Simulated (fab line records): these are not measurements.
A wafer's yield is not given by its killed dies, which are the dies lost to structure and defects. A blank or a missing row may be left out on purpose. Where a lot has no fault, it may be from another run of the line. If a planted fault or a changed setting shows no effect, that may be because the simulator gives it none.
Chamber matching	flow sky130	SKY_VIA3_CMP_02 on cmp-01 has 4 sister chambers
The step polishes SiO2. 4 wafers are shown with their chamber, then 7 later ones without.

== WAFERS, EACH WITH ITS CHAMBER ==
wafer	chamber	motor-current-A (A)
L312.4	1	12.1
L314.2	2	12.4
L326.1	0	11.9
L326.2	3	12.5

== WAFERS WHOSE CHAMBER IS MISSING ==
wafer	motor-current-A (A)
L326.6	12.3
L332.2	12.9
L332.3	12.4
L332.5	12.7
L333.2	12.8
L333.3	13.1
L333.5	12.1

== EACH ONE'S CHAMBER ==
wafer	from the rows above	in truth
L326.6	can't be placed: 2 or 3 or 1 or 0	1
L332.2	can't be placed: 3 or 2 or 1 or 0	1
L332.3	can't be placed: 2 or 3 or 1 or 0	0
L332.5	can't be placed: 3 or 2 or 1 or 0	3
L333.2	can't be placed: 3 or 2 or 1 or 0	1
L333.3	can't be placed: 3 or 2 or 1 or 0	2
L333.5	can't be placed: 1 or 0 or 2 or 3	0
Correctly placed: 0 of 7. Unplaceable from these rows: 7, with the true chamber sitting among the candidates in 7. Number placed wrongly: 0.
How it was worked out, from the rows above alone: a wafer's distance from a chamber is the root of the sum, over the readings, of the square of ((its reading less the chamber's mean) divided by the reading's scatter). The wafer belongs to the nearest chamber; if the next one is less than 2 further off, it can't be placed. Each chamber's mean is taken over the wafers shown for it. The scatter: with one shown wafer a chamber, the root of the mean of the squares of how far each hidden wafer lies from its nearest shown one.
